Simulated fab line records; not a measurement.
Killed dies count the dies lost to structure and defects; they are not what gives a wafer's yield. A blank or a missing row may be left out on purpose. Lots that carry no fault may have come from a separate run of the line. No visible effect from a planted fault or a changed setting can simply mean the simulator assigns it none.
fab line records ; flow sky130
record: lots: 13; wafers: 39; lastDay: 50
route steps=708 shown VT_ADJUST_PCH@151 LDD_P@265 LI_CONTACT@374 PAD_OPEN@708
lots untouched by any fault: they come from a run of this same line in which no faults occurred
startH: the number of hours between the record's first day and the start of the first shown wafer of the lot ; waitH: how many hours have passed since the lot's step before this one ; " the same as in the row above ; L1.1+2: one row covering several wafers at once ; - no value, or no start was given ; * or withheld: withheld ; < > ~ a bound
route shown NAME@n: a module of which the file shows steps, and the number in the route of the first ; usual: the fault-free wafers' mean and standard deviation ; same: alike in all rows ; chamber/n: place in a boat ; sites: the reading at each site ; _std_site: how widely they spread, as a standard deviation ; _edge_site: mean of outer sites minus mean of inner sites ; radiusMm: for every site, how far away it sits from the centre of the wafer ; mask NAME#n: copy n ; behind: the last tool/chamber to shape the wafer ; hold: the reason the lot was held/the length of the hold in hours/how it ended ; device: transistor that didn't switch, given as n, p or np ; end of line: the tests these same wafers got at the end of their route ; a step with no rows: only its recipe ; killed: at the first sort, the dies lost to defects and structure; wafer yield is something else ; map: the dies of a wafer, with x for killed, . for not killed, _ for no die there
set.NAME: the setting that was run; set.NAME@STEP: the one run at that earlier step ; model.NAME: the simulator's own value behind a step, which no gauge read
steps of the route over a sample of lots; a table a step, a row a wafer
services: from which hour (startH, from the record's first day; less than 0 if before it) a tool's chamber was out of use, for how many hours, and why
== steps ==
step: SKY_VT_ADJUST_PCH_IMPLANT_08
recipe: species: B; energyKev: 10; doseCm2: 5e+11; tiltDeg: withheld
usual: doseIonsCm2: 5e+11/4.6e+08
lot.wafer;tool;chamber;startH;waitH;doseIonsCm2
L253.1;implanter-04;0;230.09;0.0;4.995e+11
L253.3;implanter-04;0;230.09;0.0;5e+11
L253.6;implanter-04;0;230.09;0.0;5.001e+11
L254.1;implanter-03;0;236.46;0.0;4.993e+11
L254.2;implanter-03;0;236.46;0.0;5.005e+11
L254.3;implanter-03;0;236.46;0.0;4.997e+11
L256.1;implanter-02;0;251.99;0.0;5.004e+11
L256.4;implanter-02;0;251.99;0.0;5.006e+11
L256.5;implanter-02;0;251.99;0.0;5.009e+11
L257.1;implanter-03;0;262.76;0.0;4.996e+11
L257.2;implanter-03;0;262.76;0.0;4.999e+11
L257.3;implanter-03;0;262.76;0.0;4.998e+11
L258.2;implanter-03;0;270.06;0.0;4.996e+11
L258.5;implanter-03;0;270.06;0.0;5e+11
L258.6;implanter-03;0;270.06;0.0;5.004e+11
L259.3;implanter-03;0;274.43;0.1;5.001e+11
L259.4;implanter-03;0;274.43;0.1;5.002e+11
L259.6;implanter-03;0;274.43;0.1;4.996e+11
L261.1;implanter-02;0;311.54;0.0;4.999e+11
L261.2;implanter-02;0;311.54;0.0;5.002e+11
L261.4;implanter-02;0;311.54;0.0;4.999e+11
L262.1;implanter-03;0;313.43;0.0;4.996e+11
L262.4;implanter-03;0;313.43;0.0;5.007e+11
L262.6;implanter-03;0;313.43;0.0;4.991e+11
L264.1;implanter-03;0;322.64;0.0;4.996e+11
L264.5;implanter-03;0;322.64;0.0;4.999e+11
L264.6;implanter-03;0;322.64;0.0;5.005e+11
L266.4;implanter-04;0;328.88;0.1;4.995e+11
L266.5;implanter-04;0;328.88;0.1;5.003e+11
L266.6;implanter-04;0;328.88;0.1;5e+11
L274.1;implanter-03;0;398.19;0.0;5e+11
L274.2;implanter-03;0;398.19;0.0;4.994e+11
L274.5;implanter-03;0;398.19;0.0;4.994e+11
L275.2;implanter-04;0;400.11;0.0;5.238e+11
L275.3;implanter-04;0;400.11;0.0;5.233e+11
L275.5;implanter-04;0;400.11;0.0;5.236e+11
L276.1;implanter-04;0;410.38;0.0;5.22e+11
L276.4;implanter-04;0;410.38;0.0;5.227e+11
L276.5;implanter-04;0;410.38;0.0;5.235e+11
step: SKY_LDD_P_STRIP_10
recipe: chemistry: O2/N2; powerW: 1400; pressureMtorr: 1500; platenTempC: withheld; o2FlowSccm: 3000; n2FlowSccm: 300; overashFraction: 0.5
usual: drypumpMotorCurrentA: 6.1/0.32; oesProductAu: 0.716/0.0041; stripTimeToEndpointS: 14.19/0.035
same: overashFraction: 0.5
lot.wafer;tool;chamber;startH;waitH;drypumpMotorCurrentA;oesProductAu;rfHoursCounterH;stripTimeToEndpointS
L253.1;plasmaAsher-04;0;444.28;0.1;6.5;0.712;63;14.16
L253.3;plasmaAsher-04;1;444.28;0.1;6.0;0.711;-;14.20
L253.6;plasmaAsher-04;0;444.28;0.1;6.5;0.720;-;14.20
L254.1;plasmaAsher-03;0;451.65;0.1;6.1;0.716;78;14.19
L254.2;plasmaAsher-03;1;451.65;0.1;5.8;0.715;78;14.14
L254.3;plasmaAsher-03;1;451.65;0.1;5.8;0.714;-;14.21
L256.1;plasmaAsher-04;1;467.03;0.1;6.0;0.718;65;14.18
L256.4;plasmaAsher-04;0;467.03;0.1;6.5;0.717;-;14.21
L256.5;plasmaAsher-04;0;467.03;0.1;6.5;0.722;-;14.18
L257.1;plasmaAsher-01;1;482.50;0.1;5.7;0.711;5;14.16
L257.2;plasmaAsher-01;0;482.50;0.1;6.5;0.716;5;14.15
L257.3;plasmaAsher-01;1;482.50;0.1;5.7;0.718;-;14.19
L258.2;plasmaAsher-04;1;490.43;0.1;6.0;0.719;68;14.19
L258.5;plasmaAsher-04;1;490.43;0.1;6.0;0.718;-;14.20
L258.6;plasmaAsher-04;0;490.43;0.1;6.5;0.723;-;14.18
L259.3;plasmaAsher-03;1;500.26;0.1;5.7;0.714;-;14.15
L259.4;plasmaAsher-03;0;500.26;0.1;6.1;0.713;-;14.17
L259.6;plasmaAsher-03;0;500.26;0.1;6.0;0.714;-;14.19
L261.1;plasmaAsher-01;0;540.00;0.1;6.5;0.713;11;14.21
L261.2;plasmaAsher-01;1;540.00;0.1;5.7;0.715;11;14.19
L261.4;plasmaAsher-01;1;540.00;0.1;5.7;0.715;-;14.23
L262.1;plasmaAsher-01;0;544.60;0.1;6.5;0.714;11;14.20
L262.4;plasmaAsher-01;0;544.60;0.1;6.5;0.710;-;14.20
L262.6;plasmaAsher-01;1;544.60;0.1;5.7;0.716;-;14.18
L264.1;plasmaAsher-04;1;557.46;0.1;6.0;0.708;75;14.19
L264.5;plasmaAsher-04;0;557.46;0.1;6.5;0.715;-;14.18
L264.6;plasmaAsher-04;1;557.46;0.1;6.0;0.710;-;14.18
L266.4;plasmaAsher-03;0;561.82;0.1;6.1;0.717;-;14.24
L266.5;plasmaAsher-03;1;561.82;0.1;5.8;0.718;-;14.21
L266.6;plasmaAsher-03;0;561.82;0.1;6.1;0.723;-;14.24
L274.1;plasmaAsher-01;1;627.68;0.1;5.7;0.718;19;14.19
L274.2;plasmaAsher-01;0;627.68;0.1;6.5;0.722;19;14.21
L274.5;plasmaAsher-01;0;627.68;0.1;6.5;0.719;-;14.18
L275.2;plasmaAsher-01;1;632.30;0.1;5.7;0.723;20;14.15
L275.3;plasmaAsher-01;1;632.30;0.1;5.7;0.717;-;14.18
L275.5;plasmaAsher-01;1;632.30;0.1;5.7;0.717;-;14.19
L276.1;plasmaAsher-04;0;641.08;0.1;6.5;0.719;84;14.27
L276.4;plasmaAsher-04;0;641.08;0.1;6.5;0.719;-;14.28
L276.5;plasmaAsher-04;0;641.08;0.1;6.5;0.712;-;14.25
step: SKY_LDD_P_TW_MEAS_11
usual: LDD_P_TW: 637/3.5
lot.wafer;tool;chamber;startH;waitH;LDD_P_TW
L253.1;filmMetro-03;-;444.38;0.1;639
L253.3;filmMetro-03;-;444.38;0.1;634
L253.6;filmMetro-03;-;444.38;0.1;634
L254.1;filmMetro-01;-;451.75;0.1;634
L254.2;filmMetro-01;-;451.75;0.1;636
L254.3;filmMetro-01;-;451.75;0.1;634
L256.1;filmMetro-01;-;467.13;0.1;634
L256.4;filmMetro-01;-;467.13;0.1;635
L256.5;filmMetro-01;-;467.13;0.1;636
L257.1;filmMetro-04;-;482.60;0.1;639
L257.2;filmMetro-04;-;482.60;0.1;639
L257.3;filmMetro-04;-;482.60;0.1;641
L258.2;filmMetro-04;-;490.54;0.1;639
L258.5;filmMetro-04;-;490.54;0.1;633
L258.6;filmMetro-04;-;490.54;0.1;642
L259.3;filmMetro-04;-;500.35;0.1;642
L259.4;filmMetro-04;-;500.35;0.1;642
L259.6;filmMetro-04;-;500.35;0.1;639
L261.1;filmMetro-04;-;540.10;0.1;638
L261.2;filmMetro-04;-;540.10;0.1;639
L261.4;filmMetro-04;-;540.10;0.1;645
L262.1;filmMetro-03;-;544.70;0.1;636
L262.4;filmMetro-03;-;544.70;0.1;635
L262.6;filmMetro-03;-;544.70;0.1;635
L264.1;filmMetro-01;-;557.56;0.1;634
L264.5;filmMetro-01;-;557.56;0.1;634
L264.6;filmMetro-01;-;557.56;0.1;637
L266.4;filmMetro-04;-;561.91;0.1;642
L266.5;filmMetro-04;-;561.91;0.1;639
L266.6;filmMetro-04;-;561.91;0.1;636
L274.1;filmMetro-01;-;627.78;0.1;637
L274.2;filmMetro-01;-;627.78;0.1;637
L274.5;filmMetro-01;-;627.78;0.1;635
L275.2;filmMetro-04;-;632.41;0.1;643
L275.3;filmMetro-04;-;632.41;0.1;641
L275.5;filmMetro-04;-;632.41;0.1;642
L276.1;filmMetro-04;-;641.18;0.1;639
L276.4;filmMetro-04;-;641.18;0.1;643
L276.5;filmMetro-04;-;641.18;0.1;645
step: SKY_LI_CONTACT_CD_MEAS_12
recipe: targetCdNm: 170
usual: cdNm: 169.7/1.5
lot.wafer;tool;chamber;startH;waitH;cdNm
L253.1;cdSem-02;-;691.75;-;167.3
L253.3;cdSem-02;-;691.75;-;167.6
L253.6;cdSem-02;-;691.75;-;168.4
L254.1;cdSem-01;-;699.55;-;170.5
L254.2;cdSem-01;-;699.55;-;168.7
L254.3;cdSem-01;-;699.55;-;169.4
L256.1;cdSem-02;-;713.08;-;168.3
L256.4;cdSem-02;-;713.08;-;169.0
L256.5;cdSem-02;-;713.08;-;168.9
L257.1;cdSem-01;-;726.52;-;169.0
L257.2;cdSem-01;-;726.52;-;170.0
L257.3;cdSem-01;-;726.52;-;170.5
L258.2;cdSem-02;-;731.67;-;169.1
L258.5;cdSem-02;-;731.67;-;170.8
L258.6;cdSem-02;-;731.67;-;171.6
L259.3;cdSem-01;-;738.94;-;166.9
L259.4;cdSem-01;-;738.94;-;168.2
L259.6;cdSem-01;-;738.94;-;165.6
L261.1;cdSem-02;-;776.53;-;171.3
L261.2;cdSem-02;-;776.53;-;169.4
L261.4;cdSem-02;-;776.53;-;170.8
L262.1;cdSem-01;-;778.92;-;169.3
L262.4;cdSem-01;-;778.92;-;171.0
L262.6;cdSem-01;-;778.92;-;170.6
L264.1;cdSem-02;-;790.23;-;169.4
L264.5;cdSem-02;-;790.23;-;170.3
L264.6;cdSem-02;-;790.23;-;171.5
L266.4;cdSem-01;-;793.04;-;167.5
L266.5;cdSem-01;-;793.04;-;169.0
L266.6;cdSem-01;-;793.04;-;168.0
L274.1;cdSem-01;-;851.67;-;168.7
L274.2;cdSem-01;-;851.67;-;169.1
L274.5;cdSem-01;-;851.67;-;169.3
L275.2;cdSem-02;-;855.27;-;171.9
L275.3;cdSem-02;-;855.27;-;169.5
L275.5;cdSem-02;-;855.27;-;169.9
L276.1;cdSem-02;-;863.30;-;169.6
L276.4;cdSem-02;-;863.30;-;168.2
L276.5;cdSem-02;-;863.30;-;170.0
step: SKY_PAD_OPEN_PROBE_99
usual: killed_at_M0_to_M3: 43/7.3; killed_at_M4_up: 3.2/1.9; killedAtContacts: 25/5.4; killedAtFrontEnd: 16/4.4; killedAtOther: 0.4/0.66; killedDies: 87/11; killedOnRim: 17/4.2; killedOpen: 48/7.9; killedShort: 39/6.5
same: grossDies: 492; killedAtBackSide: 0
lot.wafer;tool;chamber;startH;waitH;killed_at_M0_to_M3;killed_at_M4_up;killedAtContacts;killedAtFrontEnd;killedAtOther;killedDies;killedOnRim;killedOpen;killedShort
L254.1;prober-01;-;1096.60;0.1;41;1;25;23;0;90;21;50;40
L254.2;prober-01;-;1096.65;0.1;55;6;20;13;0;94;16;46;48
L254.3;prober-01;-;1096.70;0.2;39;4;21;18;0;82;13;47;35
L256.1;prober-02;-;1107.52;0.1;35;6;29;14;1;85;22;45;40
L256.4;prober-02;-;1107.67;0.2;46;2;27;17;0;92;16;55;37
L256.5;prober-02;-;1107.72;0.2;52;3;29;19;0;103;24;63;40
L261.1;prober-02;-;1155.27;0.1;47;4;18;18;0;87;15;53;31
L261.2;prober-02;-;1155.32;0.1;58;4;16;22;1;101;20;63;38
L261.4;prober-02;-;1155.42;0.2;43;4;11;17;0;75;14;33;40
L262.1;prober-01;-;1156.22;0.1;44;5;29;17;0;95;20;59;36
L262.4;prober-01;-;1156.37;0.2;50;2;16;16;1;85;14;49;36
L262.6;prober-01;-;1156.47;0.2;43;3;19;28;1;94;14;44;50
L264.1;prober-01;-;1165.02;0.1;39;1;26;16;1;83;17;47;36
L264.5;prober-01;-;1165.22;0.2;38;6;22;15;1;82;13;35;43
L264.6;prober-01;-;1165.27;0.2;37;3;28;10;0;78;15;47;31
L276.1;prober-01;-;1209.79;0.1;50;2;20;15;2;89;15;46;43
L276.4;prober-01;-;1209.94;0.2;42;1;17;11;1;72;17;39;33
L276.5;prober-01;-;1209.99;0.2;57;1;29;13;0;100;27;48;52
killed by level:class
L254.1 VIA1:geometricParticle:open=13 CONTACT:geometricParticle:open=9 LI_CONTACT:geometricParticle:open=8 VIA1:geometricParticle:short=7 FIELD_ISO:geometricParticle:short=6 POLY_GATE:geometricParticle:open=6 POLY_GATE:geometricParticle:short=6 VIA2:geometricParticle:open=6
L254.2 VIA1:geometricParticle:open=15 VIA3:geometricParticle:open=8 VIA3:geometricParticle:short=7 LI_CONTACT:geometricParticle:open=6 CONTACT:geometricParticle:open=6 METAL2:geometricParticle:short=6 METAL1:geometricParticle:short=5 METAL4:geometricParticle:short=5
L254.3 VIA1:geometricParticle:open=11 POLY_GATE:geometricParticle:open=7 LOCAL_INTERCONNECT:geometricParticle:short=7 CONTACT:geometricParticle:open=7 VIA3:geometricParticle:open=6 VIA1:geometricParticle:short=6 POLY_GATE:geometricParticle:short=4 LI_CONTACT:geometricParticle:open=4
L256.1 VIA1:geometricParticle:open=11 CONTACT:geometricParticle:open=11 FIELD_ISO:geometricParticle:open=6 VIA2:geometricParticle:open=5 LI_CONTACT:geometricParticle:open=5 CONTACT:geometricParticle:short=5 METAL3:geometricParticle:short=5 METAL4:geometricParticle:short=5
L256.4 VIA2:geometricParticle:open=12 CONTACT:geometricParticle:open=11 LI_CONTACT:geometricParticle:open=8 METAL2:geometricParticle:short=8 VIA1:geometricParticle:open=7 FIELD_ISO:geometricParticle:open=6 CONTACT:geometricParticle:short=6 METAL1:geometricParticle:short=6
L256.5 VIA1:geometricParticle:open=16 CONTACT:geometricParticle:open=13 LI_CONTACT:geometricParticle:open=9 VIA2:geometricParticle:open=7 METAL2:geometricParticle:short=6 FIELD_ISO:geometricParticle:short=5 VIA3:geometricParticle:short=5 VIA1:geometricParticle:short=5
L261.1 VIA1:geometricParticle:open=12 VIA2:geometricParticle:open=9 CONTACT:geometricParticle:open=8 VIA3:geometricParticle:open=8 FIELD_ISO:geometricParticle:open=7 FIELD_ISO:geometricParticle:short=5 VIA1:geometricParticle:short=4 LI_CONTACT:geometricParticle:open=4
L261.2 VIA1:geometricParticle:open=17 VIA3:geometricParticle:open=9 POLY_GATE:geometricParticle:open=8 LI_CONTACT:geometricParticle:open=8 VIA1:geometricParticle:short=8 VIA2:geometricParticle:open=7 POLY_GATE:geometricParticle:short=6 FIELD_ISO:geometricParticle:short=4
L261.4 FIELD_ISO:geometricParticle:open=7 METAL1:geometricParticle:short=7 FIELD_ISO:geometricParticle:short=6 VIA1:geometricParticle:open=5 VIA2:geometricParticle:open=5 VIA3:geometricParticle:open=5 METAL4:geometricParticle:short=4 CONTACT:geometricParticle:short=4
L262.1 VIA1:geometricParticle:open=13 CONTACT:geometricParticle:open=12 LI_CONTACT:geometricParticle:open=11 FIELD_ISO:geometricParticle:open=5 VIA3:geometricParticle:short=5 METAL4:geometricParticle:short=5 FIELD_ISO:geometricParticle:short=4 METAL2:geometricParticle:short=4
L262.4 VIA1:geometricParticle:open=13 VIA2:geometricParticle:open=7 FIELD_ISO:geometricParticle:open=6 METAL2:geometricParticle:short=6 VIA3:geometricParticle:open=6 FIELD_ISO:geometricParticle:short=5 CONTACT:geometricParticle:open=4 METAL1:geometricParticle:short=4
L262.6 FIELD_ISO:geometricParticle:open=8 VIA1:geometricParticle:short=7 FIELD_ISO:geometricParticle:short=6 LI_CONTACT:geometricParticle:open=6 METAL2:geometricParticle:short=6 CONTACT:geometricParticle:open=5 VIA3:geometricParticle:short=5 METAL1:geometricParticle:short=5
L264.1 LI_CONTACT:geometricParticle:open=9 CONTACT:geometricParticle:open=8 VIA1:geometricParticle:open=8 METAL2:geometricParticle:short=7 POLY_GATE:geometricParticle:open=7 METAL1:geometricParticle:short=5 FIELD_ISO:geometricParticle:open=4 VIA2:geometricParticle:open=4
L264.5 METAL2:geometricParticle:short=9 CONTACT:geometricParticle:open=9 CONTACT:geometricParticle:short=7 VIA1:geometricParticle:open=7 FIELD_ISO:geometricParticle:open=6 VIA3:geometricParticle:open=6 METAL1:geometricParticle:short=4 VIA2:geometricParticle:open=4
L264.6 CONTACT:geometricParticle:open=13 VIA1:geometricParticle:open=10 LI_CONTACT:geometricParticle:open=9 VIA1:geometricParticle:short=6 METAL2:geometricParticle:short=5 FIELD_ISO:geometricParticle:short=4 VIA2:geometricParticle:short=4 VIA3:geometricParticle:open=4
L276.1 VIA1:geometricParticle:open=13 VIA2:geometricParticle:open=7 METAL2:geometricParticle:short=7 METAL1:geometricParticle:short=6 CONTACT:geometricParticle:open=6 VIA1:geometricParticle:short=6 CONTACT:geometricParticle:short=4 POLY_GATE:geometricParticle:open=4
L276.4 VIA1:geometricParticle:open=12 VIA3:geometricParticle:open=7 LI_CONTACT:geometricParticle:open=6 POLY_GATE:geometricParticle:short=4 LOCAL_INTERCONNECT:geometricParticle:short=4 METAL1:geometricParticle:short=4 VIA1:geometricParticle:short=4 VIA3:geometricParticle:short=4
L276.5 LI_CONTACT:geometricParticle:open=9 CONTACT:geometricParticle:open=8 VIA1:geometricParticle:short=8 VIA2:geometricParticle:open=8 VIA1:geometricParticle:open=7 VIA2:geometricParticle:short=7 FIELD_ISO:geometricParticle:open=6 METAL1:geometricParticle:short=6
== services ==
tool;chamber;startH;hours;kind
implanter-03;-;229.54;1.2;repair
implanter-02;-;241.83;3.1;repair
implanter-03;-;245.28;1.8;repair
plasmaAsher-04;-;253.11;1.2;repair
implanter-02;-;262.29;5.0;repair
plasmaAsher-01;-;267.08;24.0;pm
implanter-04;-;268.33;2.3;repair
plasmaAsher-01;-;307.36;0.4;repair
implanter-03;-;371.45;2.0;repair
implanter-03;-;389.36;3.0;repair
implanter-02;-;411.65;3.3;repair
implanter-04;-;416.27;1.8;repair
plasmaAsher-01;-;421.25;9.0;pm
implanter-04;-;429.50;6.5;repair
implanter-04;-;452.86;6.5;pm
plasmaAsher-04;-;462.81;2.6;repair
implanter-02;-;468.66;2.5;repair
implanter-04;-;485.46;85.9;pm
plasmaAsher-01;-;487.41;1.3;repair
plasmaAsher-01;-;541.57;2.7;repair
implanter-03;-;560.62;6.5;pm
plasmaAsher-03;-;608.44;34.0;repair
implanter-04;-;626.21;0.6;repair
plasmaAsher-03;-;634.64;11.4;repair
== key ==
firstSign: step: SKY_VT_ADJUST_PCH_IMPLANT_08; reading: doseIonsCm2; direction: up; sigmas: 50; usual: *; struck: *
effect none on later readings
metAt SKY_VT_ADJUST_PCH_IMPLANT_08
struckLots L275,L276
testerLeftOut L275,L276
notActingAt SKY_LDD_P_STRIP_10,SKY_LDD_P_TW_MEAS_11,SKY_LI_CONTACT_CD_MEAS_12
onsetBetween 328.88 400.11
fault: kind: processParameterDrift; tool: implanter-04; chamber: -; onsetH: 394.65; steps: SKY_VT_ADJUST_PCH_IMPLANT_08; channel: doseCm2; offset: *; shape: step; endH: 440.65; actsIn: *; stated: *
testerLeftOut: of these lots the tester's yield and bins aren't shown, on N5 and GAA mostly nor the transistor test; their killed dies are dies lost to structure and defects alone, not to doping, threshold or leakage, so they don't give the yield
